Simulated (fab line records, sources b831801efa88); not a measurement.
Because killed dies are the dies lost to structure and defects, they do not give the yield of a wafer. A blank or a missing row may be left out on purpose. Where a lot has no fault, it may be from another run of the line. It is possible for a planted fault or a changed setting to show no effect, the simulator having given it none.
fab line records	flow gf180mcu
record lots=24	wafers=72	last-day=34
route steps=602 shown NWELL@49 VT_IMPLANT@119 DUAL_GATE@154 HV_LDD@186 SAB@274 V1@359
lots untouched by any fault: they come from a run of this same line in which no faults occurred
start-h: hours from the record's opening day to when the first of the lot's shown wafers began	wait-h: hours from the lot's prior step to this one	" identical to the entry in the row above	L1.1+2: a single row standing in for several wafers	- no value, or no start was given	* or withheld: withheld	< > ~ a bound
route shown NAME@n: names a module that has steps shown in the file, with the first one's number in the route	usual: mean/standard deviation of fault-free wafers	same: alike in all rows	chamber/n: place in a boat	sites: the reading at each site	_std_site: the values' standard deviation	_edge_site: outer sites' mean less inner sites'	radius-mm: how far each site lies from the wafer's centre	mask NAME#n: copy n	behind: the last tool/chamber to shape the wafer	hold: reason for holding the lot/hours on hold/outcome of the hold	device: which transistor (n, p or np) failed to switch	end of line: tests run on the same wafers once the route is complete	a step given without rows: its recipe and nothing more	killed: dies that structure and defects cost at the first sort, which is not the same as the wafer's yield	map: per-die view of a wafer (x killed, . not killed, _ where there is no die)
set.NAME: setting as actually run; set.NAME@STEP: the setting as run at that earlier step	model.NAME: the simulator's own value behind a step, which no gauge read
steps of the route over a sample of lots; a table a step, a row a wafer
services: from which hour (start-h, from the record's first day; less than 0 if before it) a tool's chamber was out of use, for how many hours, and why
## steps
# step GF_NWELL_OVL_MEAS_07
# usual NWELL_OVL=-0.1/1.1
lot.wafer	tool	chamber	start-h	wait-h	NWELL_OVL[nm]
L074.1	overlay-02	-	55.82	-	0.0
L074.4	"	-	"	"	-0.6
L074.5	"	-	"	"	0.4
L075.2	overlay-02	-	61.23	-	2.5
L075.3	"	-	"	"	0.9
L075.6	"	-	"	"	0.7
L076.1	overlay-01	-	66.28	-	0.8
L076.3	"	-	"	"	2.3
L076.5	"	-	"	"	1.4
L077.2	overlay-01	-	73.73	-	-1.2
L077.4	"	-	"	"	0.6
L077.5	"	-	"	"	0.9
L078.2	overlay-02	-	77.93	-	1.6
L078.3	"	-	"	"	0.2
L078.4	"	-	"	"	0.2
L079.3	overlay-01	-	82.48	-	0.8
L079.4	"	-	"	"	0.3
L079.5	"	-	"	"	-0.8
L080.1	overlay-02	-	86.68	-	0.0
L080.5	"	-	"	"	-1.2
L080.6	"	-	"	"	-0.7
L081.1	overlay-02	-	93.52	-	-2.2
L081.2	"	-	"	"	0.7
L081.5	"	-	"	"	-1.3
L082.2	overlay-02	-	99.52	-	0.2
L082.3	"	-	"	"	0.1
L082.4	"	-	"	"	0.8
L083.1	overlay-01	-	104.02	-	-0.8
L083.2	"	-	"	"	0.3
L083.4	"	-	"	"	-1.2
L084.1	overlay-01	-	110.87	-	-1.4
L084.2	"	-	"	"	1.6
L084.6	"	-	"	"	-1.9
L085.4	overlay-01	-	113.94	-	-1.3
L085.5	"	-	"	"	-2.2
L085.6	"	-	"	"	-1.2
L086.1	overlay-01	-	119.92	-	-0.9
L086.3	"	-	"	"	-1.7
L086.6	"	-	"	"	0.5
L087.1	overlay-02	-	124.92	-	-0.3
L087.4	"	-	"	"	0.4
L087.5	"	-	"	"	1.0
L088.2	overlay-01	-	130.77	-	-0.2
L088.3	"	-	"	"	0.0
L088.5	"	-	"	"	-2.0
L089.2	overlay-02	-	135.42	-	0.0
L089.3	"	-	"	"	-0.2
L089.4	"	-	"	"	0.1
L090.1	overlay-01	-	141.67	-	-0.5
L090.2	"	-	"	"	0.0
L090.5	"	-	"	"	0.5
L091.1	overlay-02	-	151.51	-	0.4
L091.5	"	-	"	"	-0.7
L091.6	"	-	"	"	-0.2
L092.1	overlay-01	-	161.61	-	-0.3
L092.2	"	-	"	"	-0.4
L092.5	"	-	"	"	-1.6
L093.1	overlay-02	-	161.87	-	0.1
L093.4	"	-	"	"	0.2
L093.6	"	-	"	"	1.3
L094.1	overlay-01	-	166.41	-	-1.1
L094.2	"	-	"	"	-0.3
L094.3	"	-	"	"	-1.0
L095.1	overlay-01	-	172.17	-	-1.2
L095.3	"	-	"	"	0.8
L095.4	"	-	"	"	-1.7
L096.1	overlay-02	-	180.06	-	-0.3
L096.2	"	-	"	"	1.1
L096.4	"	-	"	"	1.6
L097.2	overlay-02	-	185.22	-	-2.8
L097.5	"	-	"	"	-2.8
L097.6	"	-	"	"	-1.3
# step GF_VT_IMPLANT_OVL_MEAS_29
# usual VT_IMPLANT_02_OVL=-0.3/1.2
lot.wafer	tool	chamber	start-h	wait-h	VT_IMPLANT_02_OVL[nm]
L074.1	overlay-02	-	141.26	0.1	1.4
L074.4	"	-	"	"	0.8
L074.5	"	-	"	"	0.0
L075.2	overlay-01	-	146.83	0.1	0.3
L075.3	"	-	"	"	-2.7
L075.6	"	-	"	"	0.4
L076.1	overlay-01	-	152.12	0.1	0.3
L076.3	"	-	"	"	0.6
L076.5	"	-	"	"	-0.2
L077.2	overlay-02	-	162.18	0.1	-2.8
L077.4	"	-	"	"	-1.7
L077.5	"	-	"	"	-2.1
L078.2	overlay-02	-	166.88	0.1	-0.6
L078.3	"	-	"	"	-0.9
L078.4	"	-	"	"	-1.2
L079.3	overlay-02	-	172.49	0.1	-1.2
L079.4	"	-	"	"	-1.0
L079.5	"	-	"	"	-2.3
L080.1	overlay-02	-	177.22	0.1	0.6
L080.5	"	-	"	"	-1.4
L080.6	"	-	"	"	-0.1
L081.1	overlay-02	-	185.52	0.1	1.1
L081.2	"	-	"	"	0.4
L081.5	"	-	"	"	-1.7
L082.2	overlay-01	-	192.17	0.1	-1.7
L082.3	"	-	"	"	-1.7
L082.4	"	-	"	"	-2.3
L083.1	overlay-01	-	198.57	0.1	-1.3
L083.2	"	-	"	"	-1.2
L083.4	"	-	"	"	-2.6
L084.1	overlay-02	-	207.72	0.1	-0.1
L084.2	"	-	"	"	1.7
L084.6	"	-	"	"	-0.2
L085.4	overlay-02	-	210.08	0.1	-1.1
L085.5	"	-	"	"	0.0
L085.6	"	-	"	"	1.8
L086.1	overlay-01	-	218.91	0.1	-0.1
L086.3	"	-	"	"	1.2
L086.6	"	-	"	"	0.0
L087.1	overlay-02	-	222.07	0.1	-1.0
L087.4	"	-	"	"	1.7
L087.5	"	-	"	"	-0.7
L088.2	overlay-02	-	237.59	0.1	-0.5
L088.3	"	-	"	"	-1.4
L088.5	"	-	"	"	-1.2
L089.2	overlay-02	-	238.43	0.1	-0.1
L089.3	"	-	"	"	0.4
L089.4	"	-	"	"	-0.1
L090.1	overlay-02	-	242.12	0.1	0.8
L090.2	"	-	"	"	2.3
L090.5	"	-	"	"	0.0
L091.1	overlay-01	-	257.51	0.1	0.1
L091.5	"	-	"	"	-0.1
L091.6	"	-	"	"	-1.9
L092.1	overlay-01	-	266.67	0.1	-1.4
L092.2	"	-	"	"	-2.6
L092.5	"	-	"	"	-1.2
L093.1	overlay-01	-	279.37	0.1	0.5
L093.4	"	-	"	"	0.0
L093.6	"	-	"	"	-0.1
L094.1	overlay-02	-	279.67	0.1	-2.2
L094.2	"	-	"	"	0.3
L094.3	"	-	"	"	2.0
L095.1	overlay-01	-	281.11	0.1	0.1
L095.3	"	-	"	"	-1.3
L095.4	"	-	"	"	0.9
L096.1	overlay-02	-	295.12	0.1	0.6
L096.2	"	-	"	"	0.4
L096.4	"	-	"	"	-1.0
L097.2	overlay-02	-	297.92	0.1	2.8
L097.5	"	-	"	"	1.6
L097.6	"	-	"	"	0.9
# step GF_DUAL_GATE_STRIP_13
# recipe chemistry=O2/N2	power-w=1400	pressure-mtorr=1500	platen-temp-c=250	o2-flow-sccm=3000	n2-flow-sccm=300	overash-fraction=0.5
# usual drypump-motor-current-A=5.7/0.42	heater-power-w=349/30	oes-product-au=0.716/0.0049	platen-temp-c=250.01/0.16	strip-time-to-endpoint-s=12.64/0.034
lot.wafer	tool	chamber	start-h	wait-h	drypump-motor-current-A	heater-power-w	oes-product-au	platen-temp-c	rf-hours-counter-h	strip-time-to-endpoint-s
L074.1	plasma-asher-02	0	176.14	0.0	5.0	339	0.721	250.17	53	12.63
L074.4	"	1	"	"	5.9	398	0.713	250.10	-	12.65
L074.5	"	1	"	"	5.9	398	0.712	250.20	-	12.67
L075.2	plasma-asher-02	0	181.68	0.0	5.0	330	0.714	250.16	54	12.71
L075.3	"	0	"	"	5.1	351	0.703	250.02	-	12.67
L075.6	"	0	"	"	5.0	345	0.710	250.01	-	12.66
L076.1	plasma-asher-02	0	188.04	0.0	5.0	338	0.719	249.87	55	12.60
L076.3	"	1	"	"	5.9	388	0.719	249.88	-	12.57
L076.5	"	1	"	"	5.9	400	0.717	250.28	-	12.62
L077.2	plasma-asher-03	0	197.64	0.0	5.7	333	0.714	250.27	6	12.62
L077.4	"	1	"	"	5.6	323	0.713	250.17	-	12.64
L077.5	"	1	"	"	5.6	315	0.720	250.21	-	12.62
L078.2	plasma-asher-02	0	203.39	0.0	5.0	343	0.713	250.03	56	12.61
L078.3	"	0	"	"	5.0	344	0.713	250.16	-	12.64
L078.4	"	1	"	"	5.9	394	0.716	249.66	-	12.59
L079.3	plasma-asher-02	1	210.47	0.0	5.9	402	0.709	250.12	-	12.62
L079.4	"	0	"	"	5.0	337	0.717	250.14	-	12.64
L079.5	"	1	"	"	5.9	401	0.711	249.99	-	12.65
L080.1	plasma-asher-03	1	219.33	0.0	5.6	320	0.713	250.05	8	12.60
L080.5	"	0	"	"	5.7	343	0.725	250.25	-	12.57
L080.6	"	1	"	"	5.7	316	0.716	250.38	-	12.60
L081.1	plasma-asher-02	0	222.58	0.0	5.0	339	0.724	249.71	58	12.66
L081.2	"	1	"	"	5.9	400	0.715	249.67	58	12.68
L081.5	"	1	"	"	5.9	399	0.715	249.47	-	12.63
L082.2	plasma-asher-04	0	230.59	0.0	6.2	318	0.721	250.03	60	12.61
L082.3	"	0	"	"	6.2	319	0.715	249.94	-	12.61
L082.4	"	1	"	"	6.4	345	0.714	249.82	-	12.63
L083.1	plasma-asher-03	0	239.83	0.0	5.7	335	0.712	250.08	10	12.58
L083.2	"	1	"	"	5.6	310	0.713	250.02	10	12.61
L083.4	"	0	"	"	5.7	338	0.719	250.03	-	12.60
L084.1	plasma-asher-04	0	244.79	0.0	6.2	313	0.711	250.06	61	12.67
L084.2	"	1	"	"	6.4	339	0.709	249.82	61	12.66
L084.6	"	0	"	"	6.2	328	0.716	249.96	-	12.71
L085.4	plasma-asher-03	0	246.03	0.0	5.7	337	0.716	249.93	-	12.59
L085.5	"	1	"	"	5.7	316	0.721	250.06	-	12.61
L085.6	"	0	"	"	5.7	337	0.709	249.74	-	12.59
L086.1	plasma-asher-03	0	257.54	0.0	5.8	347	0.716	249.83	12	12.63
L086.3	"	1	"	"	5.6	324	0.714	249.82	-	12.62
L086.6	"	1	"	"	5.7	322	0.713	250.14	-	12.60
L087.1	plasma-asher-03	0	263.23	0.0	5.7	350	0.722	250.08	13	12.62
L087.4	"	0	"	"	5.7	344	0.711	250.06	-	12.63
L087.5	"	1	"	"	5.7	319	0.719	249.81	-	12.61
L088.2	plasma-asher-04	1	276.98	0.0	6.4	345	0.714	250.19	64	12.63
L088.3	"	1	"	"	6.4	341	0.728	249.97	-	12.63
L088.5	"	0	"	"	6.2	316	0.716	250.22	-	12.62
L089.2	plasma-asher-03	0	279.68	0.0	5.7	341	0.716	250.11	15	12.65
L089.3	"	0	"	"	5.7	345	0.713	250.08	-	12.71
L089.4	"	1	"	"	5.6	318	0.724	249.75	-	12.67
L090.1	plasma-asher-02	1	282.03	0.0	5.9	400	0.715	249.99	64	12.66
L090.2	"	0	"	"	5.1	346	0.724	250.19	64	12.65
L090.5	"	1	"	"	5.9	399	0.718	250.15	-	12.66
L091.1	plasma-asher-04	1	300.33	0.0	6.4	346	0.718	250.33	67	12.70
L091.5	"	0	"	"	6.2	332	0.715	250.20	-	12.69
L091.6	"	1	"	"	6.4	356	0.713	250.08	-	12.67
L092.1	plasma-asher-02	0	310.09	0.0	5.0	345	0.710	249.89	68	12.70
L092.2	"	1	"	"	5.9	393	0.719	249.96	68	12.68
L092.5	"	0	"	"	5.0	344	0.717	249.93	-	12.67
L093.1	plasma-asher-02	1	321.63	0.0	5.9	394	0.723	250.37	69	12.67
L093.4	"	0	"	"	5.0	341	0.722	250.07	-	12.67
L093.6	"	1	"	"	5.9	396	0.718	250.02	-	12.68
L094.1	plasma-asher-02	0	323.19	0.0	5.0	338	0.712	250.16	69	12.70
L094.2	"	1	"	"	5.9	404	0.718	249.87	69	12.71
L094.3	"	1	"	"	5.9	405	0.714	249.85	-	12.70
L095.1	plasma-asher-02	0	327.68	0.0	5.0	353	0.716	249.96	70	12.59
L095.3	"	0	"	"	5.0	343	0.720	250.25	-	12.63
L095.4	"	1	"	"	5.9	405	0.711	250.09	-	12.59
L096.1	plasma-asher-03	0	339.13	0.0	5.7	349	0.714	250.10	21	12.63
L096.2	"	1	"	"	5.6	317	0.712	249.93	21	12.61
L096.4	"	0	"	"	5.7	351	0.718	249.99	-	12.64
L097.2	plasma-asher-03	1	341.93	0.0	5.7	315	0.709	250.08	21	12.65
L097.5	"	1	"	"	5.7	318	0.709	249.73	-	12.67
L097.6	"	0	"	"	5.7	349	0.709	250.05	-	12.65
# step GF_HV_LDD_STRIP_10
# recipe chemistry=O2/N2	power-w=1400	pressure-mtorr=1500	platen-temp-c=250	o2-flow-sccm=3000	n2-flow-sccm=300	overash-fraction=0.5
# usual drypump-motor-current-A=6.1/0.51	heater-power-w=351/24	oes-product-au=0.717/0.0045	platen-temp-c=250.00/0.19	strip-time-to-endpoint-s=12.63/0.035
lot.wafer	tool	chamber	start-h	wait-h	drypump-motor-current-A	heater-power-w	oes-product-au	platen-temp-c	rf-hours-counter-h	strip-time-to-endpoint-s
L074.1	plasma-asher-02	0	218.73	0.1	5.0	347	0.717	250.11	58	12.59
L074.4	"	0	"	"	5.0	341	0.724	249.89	-	12.59
L074.5	"	0	"	"	5.0	343	0.720	250.08	-	12.59
L075.2	plasma-asher-04	1	221.33	0.1	6.4	343	0.710	249.96	58	12.65
L075.3	"	0	"	"	6.2	316	0.719	249.89	-	12.65
L075.6	"	1	"	"	6.4	345	0.716	249.93	-	12.63
L076.1	plasma-asher-02	0	225.72	0.1	5.0	344	0.718	249.71	59	12.61
L076.3	"	1	"	"	5.9	399	0.712	250.11	-	12.59
L076.5	"	0	"	"	5.0	341	0.707	249.98	-	12.64
L077.2	plasma-asher-02	0	237.47	0.1	5.1	349	0.713	250.02	60	12.69
L077.4	"	0	"	"	5.0	338	0.719	250.12	-	12.67
L077.5	"	1	"	"	5.9	402	0.710	250.19	-	12.71
L078.2	plasma-asher-02	0	241.92	0.1	5.0	345	0.716	250.17	60	12.69
L078.3	"	0	"	"	5.0	344	0.717	249.85	-	12.68
L078.4	"	1	"	"	5.9	409	0.719	249.72	-	12.72
L079.3	plasma-asher-04	1	249.76	0.1	6.4	350	0.720	249.91	-	12.64
L079.4	"	0	"	"	6.2	316	0.723	249.89	-	12.59
L079.5	"	0	"	"	6.2	314	0.720	249.75	-	12.65
L080.1	plasma-asher-01	0	262.37	0.1	6.6	350	0.713	250.04	50	12.69
L080.5	"	1	"	"	6.3	344	0.715	249.82	-	12.68
L080.6	"	0	"	"	6.6	346	0.719	249.99	-	12.65
L081.1	plasma-asher-04	1	266.02	0.1	6.4	345	0.717	249.96	63	12.66
L081.2	"	0	"	"	6.3	319	0.722	249.79	63	12.63
L081.5	"	0	"	"	6.2	317	0.716	249.70	-	12.63
L082.2	plasma-asher-01	0	273.92	0.1	6.6	359	0.715	250.38	51	12.66
L082.3	"	0	"	"	6.6	367	0.715	250.28	-	12.62
L082.4	"	1	"	"	6.3	336	0.717	250.19	-	12.61
L083.1	plasma-asher-02	0	284.20	0.1	5.0	343	0.714	249.64	65	12.61
L083.2	"	1	"	"	5.9	401	0.717	250.08	65	12.58
L083.4	"	0	"	"	5.0	357	0.719	249.80	-	12.61
L084.1	plasma-asher-02	1	290.32	0.1	5.9	404	0.709	249.99	66	12.58
L084.2	"	0	"	"	5.1	343	0.713	250.22	66	12.59
L084.6	"	0	"	"	5.0	351	0.725	249.88	-	12.60
L085.4	plasma-asher-04	1	290.71	0.1	6.4	349	0.710	250.17	-	12.66
L085.5	"	1	"	"	6.4	343	0.716	250.18	-	12.63
L085.6	"	0	"	"	6.2	326	0.714	250.34	-	12.65
L086.1	plasma-asher-01	0	303.57	0.1	6.6	358	0.722	249.89	53	12.63
L086.3	"	0	"	"	6.6	347	0.719	249.97	-	12.64
L086.6	"	1	"	"	6.3	348	0.713	249.85	-	12.68
L087.1	plasma-asher-01	1	309.32	0.1	6.3	331	0.711	250.00	53	12.64
L087.4	"	0	"	"	6.6	365	0.726	250.02	-	12.60
L087.5	"	0	"	"	6.6	354	0.715	250.10	-	12.62
L088.2	plasma-asher-01	0	325.67	0.1	6.6	347	0.715	250.21	55	12.64
L088.3	"	1	"	"	6.3	336	0.714	249.86	-	12.61
L088.5	"	0	"	"	6.6	345	0.714	250.05	-	12.59
L089.2	plasma-asher-04	1	329.27	0.1	6.4	347	0.721	250.05	71	12.62
L089.3	"	1	"	"	6.4	346	0.719	249.90	-	12.69
L089.4	"	0	"	"	6.2	331	0.711	250.01	-	12.64
L090.1	plasma-asher-01	1	329.52	0.1	6.2	350	0.716	250.43	55	12.62
L090.2	"	0	"	"	6.6	356	0.718	250.10	55	12.63
L090.5	"	1	"	"	6.3	327	0.723	250.18	-	12.68
L091.1	plasma-asher-01	0	349.62	0.1	6.6	352	0.718	249.95	57	12.69
L091.5	"	0	"	"	6.6	352	0.712	249.98	-	12.66
L091.6	"	1	"	"	6.3	343	0.716	249.95	-	12.67
L092.1	plasma-asher-04	0	358.92	0.1	6.2	328	0.721	250.24	73	12.67
L092.2	"	1	"	"	6.4	348	0.710	249.83	73	12.68
L092.5	"	1	"	"	6.4	332	0.716	249.68	-	12.62
L093.1	plasma-asher-01	1	371.72	0.1	6.3	346	0.716	249.96	60	12.65
L093.4	"	1	"	"	6.2	342	0.717	249.81	-	12.69
L093.6	"	1	"	"	6.3	340	0.714	250.14	-	12.63
L094.1	plasma-asher-02	0	373.18	0.1	5.1	345	0.721	249.61	74	12.58
L094.2	"	1	"	"	5.9	411	0.722	250.20	74	12.59
L094.3	"	1	"	"	5.9	401	0.718	249.82	-	12.63
L095.1	plasma-asher-04	0	378.13	0.1	6.2	318	0.719	249.88	75	12.62
L095.3	"	1	"	"	6.4	350	0.719	250.23	-	12.58
L095.4	"	0	"	"	6.2	325	0.717	250.08	-	12.60
L096.1	plasma-asher-02	1	389.77	0.1	5.9	406	0.710	250.23	76	12.63
L096.2	"	0	"	"	5.1	339	0.719	250.05	76	12.67
L096.4	"	1	"	"	5.9	392	0.725	249.97	-	12.62
L097.2	plasma-asher-01	0	393.52	0.1	6.6	348	0.717	249.75	62	12.62
L097.5	"	0	"	"	6.6	357	0.722	250.00	-	12.59
L097.6	"	1	"	"	6.3	349	0.722	249.84	-	12.62
# step GF_SAB_OVL_MEAS_10
# usual SAB_OVL=1.1/1.4
lot.wafer	tool	chamber	start-h	wait-h	SAB_OVL[nm]
L074.1	overlay-02	-	340.14	0.1	1.0
L074.4	"	-	"	"	-1.3
L074.5	"	-	"	"	0.5
L075.2	overlay-01	-	344.54	0.1	1.8
L075.3	"	-	"	"	2.0
L075.6	"	-	"	"	0.7
L076.1	overlay-01	-	350.09	0.1	2.0
L076.3	"	-	"	"	2.0
L076.5	"	-	"	"	2.3
L077.2	overlay-01	-	363.95	0.1	4.4
L077.4	"	-	"	"	2.9
L077.5	"	-	"	"	4.4
L078.2	overlay-01	-	369.44	0.1	0.5
L078.3	"	-	"	"	2.2
L078.4	"	-	"	"	1.1
L079.3	overlay-02	-	379.25	0.1	0.7
L079.4	"	-	"	"	-1.2
L079.5	"	-	"	"	-0.4
L080.1	overlay-02	-	393.46	0.1	-0.1
L080.5	"	-	"	"	-1.1
L080.6	"	-	"	"	0.2
L081.1	overlay-02	-	398.19	0.1	1.3
L081.2	"	-	"	"	3.3
L081.5	"	-	"	"	1.3
L082.2	overlay-01	-	405.69	0.1	2.5
L082.3	"	-	"	"	2.7
L082.4	"	-	"	"	2.9
L083.1	overlay-02	-	419.53	0.1	2.4
L083.2	"	-	"	"	2.1
L083.4	"	-	"	"	0.5
L084.1	overlay-02	-	426.44	0.1	0.4
L084.2	"	-	"	"	1.3
L084.6	"	-	"	"	2.9
L085.4	overlay-01	-	427.11	0.1	2.0
L085.5	"	-	"	"	1.0
L085.6	"	-	"	"	0.1
L086.1	overlay-01	-	442.71	0.1	-0.3
L086.3	"	-	"	"	-2.0
L086.6	"	-	"	"	-2.2
L087.1	overlay-02	-	450.58	0.1	3.0
L087.4	"	-	"	"	0.8
L087.5	"	-	"	"	2.5
L088.2	overlay-01	-	469.24	0.1	0.8
L088.3	"	-	"	"	2.9
L088.5	"	-	"	"	-0.5
L089.2	overlay-02	-	472.75	0.1	-1.2
L089.3	"	-	"	"	0.5
L089.4	"	-	"	"	-0.7
L090.1	overlay-01	-	475.59	0.1	-0.7
L090.2	"	-	"	"	0.7
L090.5	"	-	"	"	1.1
L091.1	overlay-02	-	495.68	0.1	0.1
L091.5	"	-	"	"	-0.6
L091.6	"	-	"	"	0.7
L092.1	overlay-01	-	503.69	0.1	3.9
L092.2	"	-	"	"	3.8
L092.5	"	-	"	"	3.0
L093.1	overlay-02	-	518.34	0.1	-0.2
L093.4	"	-	"	"	-0.3
L093.6	"	-	"	"	0.8
L094.1	overlay-02	-	519.24	0.1	3.9
L094.2	"	-	"	"	3.7
L094.3	"	-	"	"	3.9
L095.1	overlay-02	-	524.43	0.1	1.5
L095.3	"	-	"	"	1.2
L095.4	"	-	"	"	-1.5
L096.1	overlay-01	-	536.18	0.1	-0.4
L096.2	"	-	"	"	1.2
L096.4	"	-	"	"	0.5
L097.2	overlay-02	-	539.69	0.1	0.8
L097.5	"	-	"	"	1.4
L097.6	"	-	"	"	1.9
# step GF_V1_RS_MEAS_24
# recipe thk-meas-gauge=four-point-probe	reads=W_of_V1_CVD_23+TiN_of_V1_SPUTTER_22+Ti_of_V1_SPUTTER_21
# usual V1_W_RS=0.326/0.0066
lot.wafer	tool	chamber	start-h	wait-h	V1_W_RS[ohm/sq]
L074.1	film-metro-02	-	412.41	0.1	0.315
L074.4	"	-	"	"	0.316
L074.5	"	-	"	"	0.316
L075.2	film-metro-03	-	418.62	0.1	0.328
L075.3	"	-	"	"	0.329
L075.6	"	-	"	"	0.318
L076.1	film-metro-02	-	424.70	0.1	0.325
L076.3	"	-	"	"	0.324
L076.5	"	-	"	"	0.328
L077.2	film-metro-02	-	440.50	0.1	0.315
L077.4	"	-	"	"	0.317
L077.5	"	-	"	"	0.315
L078.2	film-metro-03	-	444.32	0.1	0.328
L078.3	"	-	"	"	0.314
L078.4	"	-	"	"	0.327
L079.3	film-metro-04	-	459.54	0.1	0.330
L079.4	"	-	"	"	0.325
L079.5	"	-	"	"	0.322
L080.1	film-metro-02	-	471.19	0.1	0.334
L080.5	"	-	"	"	0.333
L080.6	"	-	"	"	0.324
L081.1	film-metro-04	-	475.98	0.1	0.335
L081.2	"	-	"	"	0.325
L081.5	"	-	"	"	0.336
L082.2	film-metro-03	-	486.12	0.1	0.316
L082.3	"	-	"	"	0.315
L082.4	"	-	"	"	0.329
L083.1	film-metro-04	-	498.14	0.1	0.325
L083.2	"	-	"	"	0.332
L083.4	"	-	"	"	0.330
L084.1	film-metro-03	-	503.79	0.1	0.324
L084.2	"	-	"	"	0.329
L084.6	"	-	"	"	0.324
L085.4	film-metro-04	-	505.46	0.1	0.327
L085.5	"	-	"	"	0.329
L085.6	"	-	"	"	0.319
L086.1	film-metro-02	-	520.25	0.1	0.317
L086.3	"	-	"	"	0.333
L086.6	"	-	"	"	0.316
L087.1	film-metro-03	-	528.49	0.1	0.332
L087.4	"	-	"	"	0.332
L087.5	"	-	"	"	0.319
L088.2	film-metro-02	-	545.61	0.1	0.326
L088.3	"	-	"	"	0.323
L088.5	"	-	"	"	0.333
L089.2	film-metro-04	-	548.51	0.1	0.330
L089.3	"	-	"	"	0.323
L089.4	"	-	"	"	0.332
L090.1	film-metro-03	-	549.44	0.1	0.325
L090.2	"	-	"	"	0.337
L090.5	"	-	"	"	0.330
L091.1	film-metro-03	-	569.57	0.1	0.318
L091.5	"	-	"	"	0.332
L091.6	"	-	"	"	0.317
L092.1	film-metro-03	-	576.74	0.1	0.335
L092.2	"	-	"	"	0.324
L092.5	"	-	"	"	0.327
L093.1	film-metro-02	-	590.88	0.1	0.334
L093.4	"	-	"	"	0.321
L093.6	"	-	"	"	0.331
L094.1	film-metro-03	-	591.60	0.1	0.319
L094.2	"	-	"	"	0.330
L094.3	"	-	"	"	0.330
L095.1	film-metro-02	-	596.94	0.1	0.337
L095.3	"	-	"	"	0.321
L095.4	"	-	"	"	0.333
L096.1	film-metro-04	-	607.46	0.1	0.333
L096.2	"	-	"	"	0.338
L096.4	"	-	"	"	0.329
L097.2	film-metro-03	-	610.31	0.1	0.317
L097.5	"	-	"	"	0.332
L097.6	"	-	"	"	0.319
## services
tool	chamber	start-h	hours	kind
plasma-asher-03	-	172.20	14.6	pm
plasma-asher-04	-	212.34	2.5	repair
plasma-asher-01	-	250.46	2.8	pm
plasma-asher-01	-	281.07	15.6	pm
plasma-asher-03	-	281.59	3.2	repair
plasma-asher-01	-	308.23	0.4	repair
## key
fault none
